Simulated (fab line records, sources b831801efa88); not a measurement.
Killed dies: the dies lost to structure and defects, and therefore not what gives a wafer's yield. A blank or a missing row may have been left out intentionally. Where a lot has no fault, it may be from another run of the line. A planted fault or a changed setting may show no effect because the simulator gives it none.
2 desks, one fault	flow sky130	every desk sees just its own numbers, and what lay behind them comes last

== METROLOGY DESK ==
Lot by lot, what the gauges showed, no matter which tool ran the lot: averages of those sampled wafers that carry a number. Marked OUT: a lot whose mean sits more than 4 standard deviations from the usual mean, which makes it out of limits; the brackets give that distance.
Columns: A = METAL4_OVL at SKY_METAL4_OVL_MEAS_14, usual 0 nm
lot	first seen here	A
L184	day 42 14:03	-3
L187	day 43 02:54	-0
L189	day 43 09:08	1
L190	day 43 12:54	-1
L191	day 44 02:31	2
L196	day 46 17:54	3
L199	day 46 19:02	-5
L201	day 46 19:23	5
L198	day 46 20:43	-3
L202	day 46 22:22	4
L203	day 47 04:27	-2
L204	day 48 03:52	1
Result from this desk: across the 12 lots, nothing is out of limits.

== THE TOOL OWNER'S DESK: lpcvd-01 ==
The tool's own readings at SKY_POLY_GATE_CVD_00 (deposits poly-Si, target thk 180 nm, time 720 s): means of the sampled wafers that have a number, for each lot that ran on this tool. Marked OUT: a lot whose mean sits more than 4 standard deviations from the usual mean, which makes it out of limits; the brackets give that distance.
Columns: A = pressure_mtorr at SKY_POLY_GATE_CVD_00, usual 200.0 mTorr; B = spike_tc_lower_C at SKY_POLY_GATE_CVD_00, usual 619.8 C; C = zone_power_top_pct at SKY_POLY_GATE_CVD_00, usual 18.7 %
lot	first seen here	A	B	C
L184	day 14 07:17	199.7	619.5	20.5
L187	day 15 10:28	199.9	620.5	16.9
L189	day 15 21:47	199.7	619.9	16.8
L190	day 16 01:03	200.3	618.9	20.4
L191	day 16 17:13	199.7	620.8	16.7
L196	day 20 06:46	199.8	620.5	16.8
L198	day 20 06:46	199.3	618.3	20.2
L199	day 20 09:08	200.2	620.4	16.8
L201	day 20 09:08	199.7	618.3	20.4
L202	day 20 17:20	200.2	620.0	16.6
L203	day 21 07:44	199.6	620.2	16.7
L204	day 21 10:46	200.3	618.6	20.5
Result from this desk: across the 12 lots, nothing is out of limits.

== ALL TOGETHER ==
At the metrology desk, nothing out of limits was observed.
The tool owner's desk saw nothing out of limits.

== WHAT WAS PUT IN BY THE SIMULATOR ==
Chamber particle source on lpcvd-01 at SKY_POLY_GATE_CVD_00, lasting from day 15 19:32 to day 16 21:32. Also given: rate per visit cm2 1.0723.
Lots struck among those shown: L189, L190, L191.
